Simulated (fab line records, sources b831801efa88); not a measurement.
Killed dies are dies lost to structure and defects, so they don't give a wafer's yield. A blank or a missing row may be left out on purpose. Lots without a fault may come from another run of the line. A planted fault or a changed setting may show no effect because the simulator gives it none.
fab line records | flow gf180mcu
record lots=5 wafers=23
route steps=602 shown STI@2 MVSD@68 MVPSD@87 VT_IMPLANT@120 DUAL_GATE@147 POLY_GATE@157
start_h: hours from the record's first day to the start of the lot's first wafer shown | wait_h: hours since the lot's step before | " the same as in the row above | L1.1+2: a row that stands for several wafers | - no value, or no start given | * or withheld: withheld | < > ~ a bound
route shown NAME@n: a module of which the file shows steps, and the number in the route of the first | usual: mean/standard deviation of fault-free wafers | same: alike in all rows | chamber/n: place in a boat | sites: the reading at each site | _std_site: their standard deviation | _edge_site: outer sites' mean less inner sites' | radius_mm: how far each site lies from the wafer's centre | mask NAME#n: copy n | behind: the tool/chamber that last shaped the wafer | hold: why the lot was held/for how many hours/how that ended | device: the transistor (n, p or np) that didn't switch | end of line: the same wafers' tests at the end of the route | a step without rows: its recipe alone | killed: dies lost to structure and defects at the first sort, not the wafer's yield | map: a wafer's dies, x killed, . not, _ none there
set.NAME: the setting as run; set.NAME@STEP: as run at that earlier step | model.NAME: the simulator's own value behind a step, which no gauge read
lots whose settings were changed on purpose; a table a step, a row a wafer
## steps
# step GF_STI_OXIDATION_01
# recipe temp_c=900 ambient=O2 stabilise_s=600 purge_s=300 target_thk_a=100 ox_time_s=1418
# columns lot.wafer tool chamber start_h wait_h set.temp_c model.SiO2_of_STI_OXIDATION_01.thk_nm
L077.1 - - - 2.2 926.6 13.15
L077.2 " - " " 926.6 13.09
L077.3 " - " " 926.6 13.12
L077.5 " - " " 926.6 13.16
L077.6 " - " " 926.6 13.21
L078.1+5 - - - 0.1 926.5 13.22
L078.2 " - " " 926.5 13.05
L078.3 " - " " 926.5 13.25
L078.6 " - " " 926.5 13.17
L079.1 furnace-02 0 35.13 0.1 900 10.25
L079.4 " 0 " " 900 10.1
L079.6 " 0 " " 900 10.14
L082.1 - - - 1.2 878.1 7.727
L082.2 " - " " 878.1 7.83
L082.3 " - " " 878.1 7.747
L082.5 " - " " 878.1 7.66
L082.6 " - " " 878.1 7.76
L084.1 - - - 1.3 900 10.08
L084.2 " - " " 900 9.994
L084.4 " - " " 900 10.01
L084.5 " - " " 900 10.14
L084.6 " - " " 900 9.996
# step GF_STI_THK_MEAS_02
# recipe reads=SiO2_of_STI_OXIDATION_01
# usual STI_OXIDATION_THK=10.08/0.14
# columns lot.wafer tool chamber start_h wait_h set.temp_c@STI_OXIDATION_01 STI_OXIDATION_THK[nm]
L077.1 film_metro-04 - - - 926.6 13.14
L077.2 " - " " 926.6 13.10
L077.3 " - " " 926.6 13.11
L077.5 " - " " 926.6 13.14
L077.6 " - " " 926.6 13.19
L078.1 film_metro-04 - - - 926.5 13.25
L078.2 " - " " 926.5 13.03
L078.3 " - " " 926.5 13.21
L078.5 " - " " 926.5 13.19
L078.6 " - " " 926.5 13.17
L079.1 film_metro-01 - 36.52 0.0 900 10.21
L079.4 " - " " 900 10.10
L079.6 " - " " 900 10.11
L082.1 film_metro-01 - - - 878.1 7.76
L082.2 " - " " 878.1 7.83
L082.3 " - " " 878.1 7.79
L082.5 " - " " 878.1 7.69
L082.6 " - " " 878.1 7.79
L084.1 film_metro-04 - - - 900 10.10
L084.2 " - " " 900 10.02
L084.4 " - " " 900 9.97
L084.5 " - " " 900 10.16
L084.6 " - " " 900 9.99
# step GF_STI_OXIDATION_29
# recipe temp_c=900 ambient=O2 stabilise_s=600 purge_s=300 target_thk_a=100 ox_time_s=1418
# columns lot.wafer tool chamber start_h wait_h set.ox_time_s model.SiO2_of_STI_OXIDATION_29.thk_nm
L077.1 - - - 1.1 1579 10.85
L077.2 " - " " 1579 10.89
L077.3 " - " " 1579 10.75
L077.5 " - " " 1579 10.69
L077.6 " - " " 1579 10.8
L078.1 - - - 0.0 1256 9.35
L078.2 " - " " 1256 9.415
L078.3 " - " " 1256 9.418
L078.5 " - " " 1256 9.283
L078.6 " - " " 1256 9.168
L079.1 furnace-02 0 55.07 0.7 1418 10.03
L079.4 " 0 " " 1418 10.04
L079.6 " 0 " " 1418 10.08
L082.1 - - - 0.0 1341 9.456
L082.2 " - " " 1341 9.436
L082.3 " - " " 1341 9.682
L082.5 " - " " 1341 9.603
L082.6 " - " " 1341 9.487
L084.1 - - - 2.7 1418 10.01
L084.2 " - " " 1418 9.914
L084.4 " - " " 1418 9.776
L084.5 " - " " 1418 9.792
L084.6 " - " " 1418 9.996
# step GF_STI_THK_MEAS_30
# recipe reads=SiO2_of_STI_OXIDATION_29
# usual STI_OXIDATION_02_THK=10.00/0.17
# columns lot.wafer tool chamber start_h wait_h set.ox_time_s@STI_OXIDATION_29 STI_OXIDATION_02_THK[nm]
L077.1 film_metro-04 - - - 1579 10.82
L077.2 " - " " 1579 10.90
L077.3 " - " " 1579 10.78
L077.5 " - " " 1579 10.68
L077.6 " - " " 1579 10.84
L078.1 film_metro-04 - - - 1256 9.35
L078.2 " - " " 1256 9.44
L078.3 " - " " 1256 9.45
L078.5 " - " " 1256 9.28
L078.6 " - " " 1256 9.19
L079.1 film_metro-01 - 56.46 0.0 1418 10.02
L079.4 " - " " 1418 10.01
L079.6 " - " " 1418 10.08
L082.1 film_metro-01 - - - 1341 9.43
L082.2 " - " " 1341 9.46
L082.3 " - " " 1341 9.67
L082.5 " - " " 1341 9.62
L082.6 " - " " 1341 9.47
L084.1 film_metro-01 - - - 1418 10.03
L084.2 " - " " 1418 9.91
L084.4 " - " " 1418 9.79
L084.5 " - " " 1418 9.76
L084.6 " - " " 1418 9.97
# step GF_MVSD_COAT_02
# recipe spin_rpm=2000 resist_thk_nm=3000
# columns lot.wafer tool chamber start_h wait_h set.spin_rpm model.coat_of_MVSD_COAT_02.thk_nm
L077.1 litho_track-04 0 93.58 0.1 1901 3064
L077.2 " 0 " " 1901 3077
L077.3 " 0 " " 2000 2990
L077.5 " 0 " " 1901 3078
L077.6 " 0 " " 2000 3003
L078.1 litho_track-01 0 97.99 0.1 1956 3046
L078.2+5 " 0 " " 1956 3041
L078.3 " 0 " " 2000 3009
L078.6 " 0 " " 2000 3003
L079.1 litho_track-04 0 104.23 0.1 2000 3004
L079.4 " 0 " " 2000 2999
L079.6 " 0 " " 2000 3001
L082.1+6 litho_track-04 0 120.33 0.1 2000 2988
L082.2 " 0 " " 1863 3101
L082.3 " 0 " " 2000 2989
L082.5 " 0 " " 1863 3094
L084.1 litho_track-02 0 134.91 0.1 2000 2988
L084.2 " 0 " " 1953 3037
L084.4 " 0 " " 1953 3034
L084.5 " 0 " " 1953 3030
L084.6 " 0 " " 2000 2991
# step GF_MVSD_IMPLANT_08
# recipe species=P energy_kev=400 dose_cm2=1.6e+13 tilt_deg=0
# columns lot.wafer tool chamber start_h wait_h set.dose_cm2
L077.1+2+6 implanter-02 0 100.14 0.0 1.76e+13
L077.3+5 " 0 " " 1.6e+13
L078.1+3+5 implanter-04 0 105.28 0.0 1.395e+13
L078.2+6 " 0 " " 1.6e+13
L079.1+4+6 implanter-04 0 111.73 0.0 1.6e+13
L082.1+3 implanter-02 0 127.89 0.0 1.6e+13
L082.2+5+6 " 0 " " 1.331e+13
L084.1+2+4+5+6 implanter-04 0 143.38 0.0 1.6e+13
# step GF_MVSD_IMPLANT_09
# recipe species=P energy_kev=100 dose_cm2=5e+12 tilt_deg=0
# step GF_MVSD_STRIP_10
# recipe chemistry=O2/N2 power_w=1400 pressure_mtorr=1500 platen_temp_c=250 o2_flow_sccm=3000 n2_flow_sccm=300 overash_fraction=0.5
# usual strip_time_to_endpoint_s=36.99/0.11
# columns lot.wafer tool chamber start_h wait_h set.spin_rpm@MVSD_COAT_02 strip_time_to_endpoint_s
L077.1 plasma_asher-02 1 100.44 0.1 1901 37.66
L077.2 " 0 " " 1901 37.81
L077.3 " 0 " " 2000 36.82
L077.5 " 1 " " 1901 37.85
L077.6 " 0 " " 2000 36.99
L078.1 plasma_asher-04 1 105.58 0.1 1956 37.49
L078.2 " 0 " " 1956 37.43
L078.3 " 1 " " 2000 37.06
L078.5 " 0 " " 1956 37.43
L078.6 " 1 " " 2000 37.00
L079.1 plasma_asher-02 0 112.03 0.1 2000 36.98
L079.4 " 0 " " 2000 36.94
L079.6 " 0 " " 2000 36.97
L082.1 plasma_asher-02 0 128.19 0.1 2000 36.83
L082.2 " 1 " " 1863 38.11
L082.3 " 1 " " 2000 36.81
L082.5 " 1 " " 1863 38.02
L082.6 " 0 " " 2000 36.80
L084.1 plasma_asher-04 1 143.68 0.1 2000 36.81
L084.2 " 0 " " 1953 37.38
L084.4 " 1 " " 1953 37.36
L084.5 " 0 " " 1953 37.32
L084.6 " 1 " " 2000 36.85
# step GF_MVSD_TW_MEAS_11
# usual MVSD_TW=1568/6.1
# columns lot.wafer tool chamber start_h wait_h set.dose_cm2@MVSD_IMPLANT_08 MVSD_TW
L077.1 film_metro-03 - 100.54 0.1 1.76e+13 1616
L077.2 " - " " 1.76e+13 1619
L077.3 " - " " 1.6e+13 1582
L077.5 " - " " 1.6e+13 1578
L077.6 " - " " 1.76e+13 1620
L078.1 film_metro-03 - 105.68 0.1 1.395e+13 1513
L078.2 " - " " 1.6e+13 1578
L078.3 " - " " 1.395e+13 1508
L078.5 " - " " 1.395e+13 1516
L078.6 " - " " 1.6e+13 1571
L079.1 film_metro-01 - 112.13 0.1 1.6e+13 1571
L079.4 " - " " 1.6e+13 1572
L079.6 " - " " 1.6e+13 1567
L082.1 film_metro-02 - 128.29 0.1 1.6e+13 1571
L082.2 " - " " 1.331e+13 1496
L082.3 " - " " 1.6e+13 1569
L082.5 " - " " 1.331e+13 1493
L082.6 " - " " 1.331e+13 1494
L084.1 film_metro-03 - 143.78 0.1 1.6e+13 1568
L084.2 " - " " 1.6e+13 1565
L084.4 " - " " 1.6e+13 1568
L084.5 " - " " 1.6e+13 1562
L084.6 " - " " 1.6e+13 1567
# step GF_MVPSD_IMPLANT_09
# recipe species=B energy_kev=40 dose_cm2=5e+12 tilt_deg=0
# columns lot.wafer tool chamber start_h wait_h set.energy_kev model.implant.rp_nm model.implant.drp_nm
L077.1+2+3+5+6 implanter-01 0 115.08 0.1 40 127.4 51.21
L078.1+3+6 implanter-03 0 119.61 0.1 40.82 133.6 51.84
L078.2+5 " 0 " " 40 131 51.21
L079.1+4+6 implanter-01 0 126.71 0.1 40 130.3 51.21
L082.1+2 implanter-01 0 143.23 0.1 40 131.1 51.21
L082.3+5+6 " 0 " " 41.07 134.5 52.03
L084.1+4 implanter-01 0 160.09 0.1 40 130.1 51.21
L084.2+5+6 " 0 " " 42.27 137.1 52.93
# step GF_VT_IMPLANT_IMPLANT_30
# recipe species=B energy_kev=25 dose_cm2=2.534e+12 tilt_deg=7
# columns lot.wafer tool chamber start_h wait_h set.dose_cm2
L077.1+6 implanter-04 0 160.98 0.0 2.812e+12
L077.2+3+5 " 0 " " 2.534e+12
L078.1+5+6 implanter-02 0 166.14 0.0 2.534e+12
L078.2+3 " 0 " " 2.226e+12
L079.1+4+6 implanter-04 0 174.28 0.0 2.534e+12
L082.1+5+6 implanter-03 0 192.08 0.0 2.901e+12
L082.2+3 " 0 " " 2.534e+12
L084.1+5+6 implanter-03 0 210.99 0.0 2.534e+12
L084.2+4 " 0 " " 2.683e+12
# step GF_VT_IMPLANT_STRIP_31
# recipe chemistry=O2/N2 power_w=1400 pressure_mtorr=1500 platen_temp_c=250 o2_flow_sccm=3000 n2_flow_sccm=300 overash_fraction=0.5
# usual oes_product_au=0.715/0.0041 strip_time_to_endpoint_s=12.63/0.034
# columns lot.wafer tool chamber start_h wait_h set.platen_temp_c oes_product_au strip_time_to_endpoint_s
L077.1 plasma_asher-02 0 161.13 0.1 246 0.686 13.69
L077.2 " 1 " " 246 0.678 13.68
L077.3 " 0 " " 250 0.707 12.66
L077.5 " 1 " " 250 0.719 12.69
L077.6 " 0 " " 250 0.708 12.66
L078.1 plasma_asher-04 0 166.29 0.1 250 0.711 12.68
L078.2 " 1 " " 250 0.720 12.71
L078.3 " 0 " " 250 0.716 12.66
L078.5 " 0 " " 250 0.716 12.68
L078.6 " 1 " " 250 0.718 12.65
L079.1 plasma_asher-04 1 174.43 0.1 250 0.716 12.62
L079.4 " 0 " " 250 0.711 12.60
L079.6 " 0 " " 250 0.713 12.61
L082.1 plasma_asher-02 1 192.23 0.1 250 0.713 12.64
L082.2 " 0 " " 247.1 0.690 13.38
L082.3 " 0 " " 250 0.711 12.60
L082.5 " 1 " " 250 0.712 12.65
L082.6 " 0 " " 247.1 0.685 13.35
L084.1 plasma_asher-01 1 211.14 0.1 250 0.712 12.63
L084.2 " 0 " " 250 0.711 12.69
L084.4 " 1 " " 242.9 0.656 14.51
L084.5 " 0 " " 242.9 0.654 14.53
L084.6 " 1 " " 250 0.711 12.67
# step GF_VT_IMPLANT_TW_MEAS_32
# usual VT_IMPLANT_3_TW=267.4/1.9
# columns lot.wafer tool chamber start_h wait_h set.dose_cm2@VT_IMPLANT_IMPLANT_30 VT_IMPLANT_3_TW
L077.1 film_metro-02 - 161.23 0.1 2.812e+12 273.8
L077.2 " - " " 2.534e+12 266.7
L077.3 " - " " 2.534e+12 267.5
L077.5 " - " " 2.534e+12 267.0
L077.6 " - " " 2.812e+12 273.7
L078.1 film_metro-02 - 166.39 0.1 2.534e+12 267.3
L078.2 " - " " 2.226e+12 257.6
L078.3 " - " " 2.226e+12 256.7
L078.5 " - " " 2.534e+12 266.0
L078.6 " - " " 2.534e+12 266.4
L079.1 film_metro-02 - 174.53 0.1 2.534e+12 266.2
L079.4 " - " " 2.534e+12 267.8
L079.6 " - " " 2.534e+12 268.1
L082.1 film_metro-02 - 192.33 0.1 2.901e+12 277.0
L082.2 " - " " 2.534e+12 266.6
L082.3 " - " " 2.534e+12 266.6
L082.5 " - " " 2.901e+12 276.1
L082.6 " - " " 2.901e+12 275.8
L084.1 film_metro-02 - 211.24 0.1 2.534e+12 265.9
L084.2 " - " " 2.683e+12 270.1
L084.4 " - " " 2.683e+12 271.2
L084.5 " - " " 2.534e+12 266.3
L084.6 " - " " 2.534e+12 265.7
# step GF_DUAL_GATE_COAT_06
# recipe resist=NOVOLAK spin_rpm=3000 resist_thk_nm=1000
# columns lot.wafer tool chamber start_h wait_h set.spin_rpm model.NOVOLAK_of_DUAL_GATE_COAT_06.thk_nm
L077.1 litho_track-04 0 188.03 0.1 3000 1001
L077.2 " 0 " " 3000 1003
L077.3 " 0 " " 2925 1019
L077.5 " 0 " " 2925 1018
L077.6 " 0 " " 3000 1002
L078.1 litho_track-01 0 194.29 0.1 3000 1000
L078.2 " 0 " " 2865 1021
L078.3 " 0 " " 2865 1022
L078.5 " 0 " " 3000 1002
L078.6 " 0 " " 2865 1025
L079.1 litho_track-04 0 201.87 0.1 3000 1003
L079.4 " 0 " " 3000 1002
L079.6 " 0 " " 3000 998.4
L082.1 litho_track-01 0 218.89 0.1 3000 998.1
L082.2 " 0 " " 3088 985.8
L082.3 " 0 " " 3088 983.1
L082.5 " 0 " " 3088 985.3
L082.6 " 0 " " 3000 1000
L084.1 litho_track-03 0 239.64 0.1 2851 1018
L084.2 " 0 " " 3000 994.5
L084.4 " 0 " " 3000 994.1
L084.5 " 0 " " 3000 993.2
L084.6 " 0 " " 2851 1021
# step GF_DUAL_GATE_DEVELOP_10
# recipe develop_time_s=60 dev_temp_c=23
# columns lot.wafer tool chamber start_h wait_h set.develop_time_s
L077.1+3+5 litho_track-04 0 196.97 0.1 60
L077.2+6 " 0 " " 57
L078.1+2+5 litho_track-01 0 202.64 0.1 60
L078.3+6 " 0 " " 52.48
L079.1+4+6 litho_track-01 0 210.64 0.1 60
L082.1+2+6 litho_track-04 0 227.27 0.1 56.27
L082.3+5 " 0 " " 60
L084.1+4+5 litho_track-04 0 249.02 0.1 52.04
L084.2+6 " 0 " " 60
# step GF_DUAL_GATE_WET_ETCH_12
# recipe chemistry=dHF target_depth_nm=13 dry=n2_spin target=SiO2 temp_c=25 dilution=100:1 time_s=260
# step GF_DUAL_GATE_STRIP_13
# recipe chemistry=O2/N2 power_w=1400 pressure_mtorr=1500 platen_temp_c=250 o2_flow_sccm=3000 n2_flow_sccm=300 overash_fraction=0.5
# usual strip_time_to_endpoint_s=12.61/0.04
# columns lot.wafer tool chamber start_h wait_h set.spin_rpm@DUAL_GATE_COAT_06 strip_time_to_endpoint_s
L077.1 plasma_asher-03 1 197.24 0.0 3000 12.63
L077.2 " 0 " " 3000 12.66
L077.3 " 0 " " 2925 12.79
L077.5 " 0 " " 2925 12.83
L077.6 " 1 " " 3000 12.64
L078.1 plasma_asher-04 0 202.91 0.0 3000 12.61
L078.2 " 1 " " 2865 12.80
L078.3 " 0 " " 2865 12.81
L078.5 " 1 " " 3000 12.65
L078.6 " 0 " " 2865 12.86
L079.1 plasma_asher-04 1 211.01 0.0 3000 12.67
L079.4 " 0 " " 3000 12.64
L079.6 " 0 " " 3000 12.60
L082.1 plasma_asher-04 0 227.54 0.0 3000 12.60
L082.2 " 1 " " 3088 12.45
L082.3 " 0 " " 3088 12.45
L082.5 " 0 " " 3088 12.44
L082.6 " 1 " " 3000 12.61
L084.1 plasma_asher-04 1 249.29 0.0 2851 12.76
L084.2 " 0 " " 3000 12.57
L084.4 " 1 " " 3000 12.55
L084.5 " 1 " " 3000 12.54
L084.6 " 0 " " 2851 12.82
# step GF_POLY_GATE_CVD_00
# recipe material=poly-Si target_thk_nm=200 temp_c=620 time_s=1200 pressure_mtorr=200
# columns lot.wafer tool chamber start_h wait_h set.pressure_mtorr model.poly-Si_of_POLY_GATE_CVD_00.thk_nm
L077.1 - - - 0.0 191 196.8
L077.2 " - " " 191 197.7
L077.3 " - " " 191 196.9
L077.5 " - " " 191 198.6
L077.6 " - " " 191 198.4
L078.1 - - - 0.0 218.1 205.8
L078.2 " - " " 218.1 206.8
L078.3 " - " " 218.1 207.5
L078.5 " - " " 218.1 207.9
L078.6 " - " " 218.1 209.6
L079.1+4 lpcvd-02 1 213.87 0.0 200 204.3
L079.6 " 1 " " 200 202.2
L082.1 - - - 0.0 228.3 216.6
L082.2 " - " " 228.3 218
L082.3 " - " " 228.3 216.8
L082.5 " - " " 228.3 216.2
L082.6 " - " " 228.3 217.1
L084.1 - - - 0.0 200 199.3
L084.2 " - " " 200 199.9
L084.4 " - " " 200 199
L084.5 " - " " 200 199.4
L084.6 " - " " 200 198.9
# step GF_POLY_GATE_THK_MEAS_01
# recipe reads=poly-Si_of_POLY_GATE_CVD_00
# usual POLY_GATE_CVD_00_THK=201.6/1.9
# columns lot.wafer tool chamber start_h wait_h set.pressure_mtorr@POLY_GATE_CVD_00 POLY_GATE_CVD_00_THK[nm]
L077.1 film_metro-03 - - - 191 196.8
L077.2 " - " " 191 197.8
L077.3 " - " " 191 196.8
L077.5 " - " " 191 198.6
L077.6 " - " " 191 198.2
L078.1 film_metro-03 - - - 218.1 205.8
L078.2 " - " " 218.1 207.1
L078.3 " - " " 218.1 207.5
L078.5 " - " " 218.1 207.9
L078.6 " - " " 218.1 209.6
L079.1 film_metro-04 - 215.21 0.0 200 204.3
L079.4 " - " " 200 204.1
L079.6 " - " " 200 202.2
L082.1 film_metro-04 - - - 228.3 216.5
L082.2 " - " " 228.3 218.0
L082.3 " - " " 228.3 216.8
L082.5 " - " " 228.3 216.3
L082.6 " - " " 228.3 217.1
L084.1 film_metro-03 - - - 200 199.3
L084.2 " - " " 200 200.0
L084.4 " - " " 200 199.1
L084.5 " - " " 200 199.3
L084.6 " - " " 200 199.0
## key
split step=GF_STI_OXIDATION_01 setting=temp_c stated=900 by=lot
response step=GF_STI_OXIDATION_01 reading=model.SiO2_of_STI_OXIDATION_01.thk_nm change=+1.01 per=1% r=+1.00
response step=GF_STI_THK_MEAS_02 reading=STI_OXIDATION_THK change=+1.01 per=1% r=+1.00
split step=GF_STI_OXIDATION_29 setting=ox_time_s stated=1418 by=lot
response step=GF_STI_OXIDATION_29 reading=model.SiO2_of_STI_OXIDATION_29.thk_nm change=+0.0666 per=1% r=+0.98
response step=GF_STI_THK_MEAS_30 reading=STI_OXIDATION_02_THK change=+0.0661 per=1% r=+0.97
split step=GF_MVSD_COAT_02 setting=spin_rpm stated=2000 by=wafer
response step=GF_MVSD_COAT_02 reading=model.coat_of_MVSD_COAT_02.thk_nm change=-16 per=1% r=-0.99
response step=GF_MVSD_STRIP_10 reading=strip_time_to_endpoint_s change=* per=1% r=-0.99
split step=GF_MVSD_IMPLANT_08 setting=dose_cm2 stated=1.6e+13 by=wafer
response step=GF_MVSD_TW_MEAS_11 reading=MVSD_TW change=+4.47 per=1% r=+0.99
split step=GF_MVPSD_IMPLANT_09 setting=energy_kev stated=40 by=wafer
response step=GF_MVPSD_IMPLANT_09 reading=model.implant.rp_nm change=+1.24 per=1% r=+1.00
response step=GF_MVPSD_IMPLANT_09 reading=model.implant.drp_nm change=+0.305 per=1% r=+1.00
split step=GF_VT_IMPLANT_IMPLANT_30 setting=dose_cm2 stated=2.534e+12 by=wafer
response step=GF_VT_IMPLANT_TW_MEAS_32 reading=VT_IMPLANT_3_TW change=+0.696 per=1% r=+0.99
split step=GF_VT_IMPLANT_STRIP_31 setting=platen_temp_c stated=250 by=wafer
response step=GF_VT_IMPLANT_STRIP_31 reading=oes_product_au change=+0.0197 per=1% r=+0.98
response step=GF_VT_IMPLANT_STRIP_31 reading=strip_time_to_endpoint_s change=* per=1% r=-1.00
split step=GF_DUAL_GATE_COAT_06 setting=spin_rpm stated=3000 by=wafer
response step=GF_DUAL_GATE_COAT_06 reading=model.NOVOLAK_of_DUAL_GATE_COAT_06.thk_nm change=-5.13 per=1% r=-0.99
response step=GF_DUAL_GATE_STRIP_13 reading=strip_time_to_endpoint_s change=* per=1% r=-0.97
split step=GF_DUAL_GATE_DEVELOP_10 setting=develop_time_s stated=60 by=wafer
response none clear
split step=GF_POLY_GATE_CVD_00 setting=pressure_mtorr stated=200 by=lot
response step=GF_POLY_GATE_CVD_00 reading=model.poly-Si_of_POLY_GATE_CVD_00.thk_nm change=+0.984 per=1% r=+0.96
response step=GF_POLY_GATE_THK_MEAS_01 reading=POLY_GATE_CVD_00_THK change=+0.984 per=1% r=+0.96
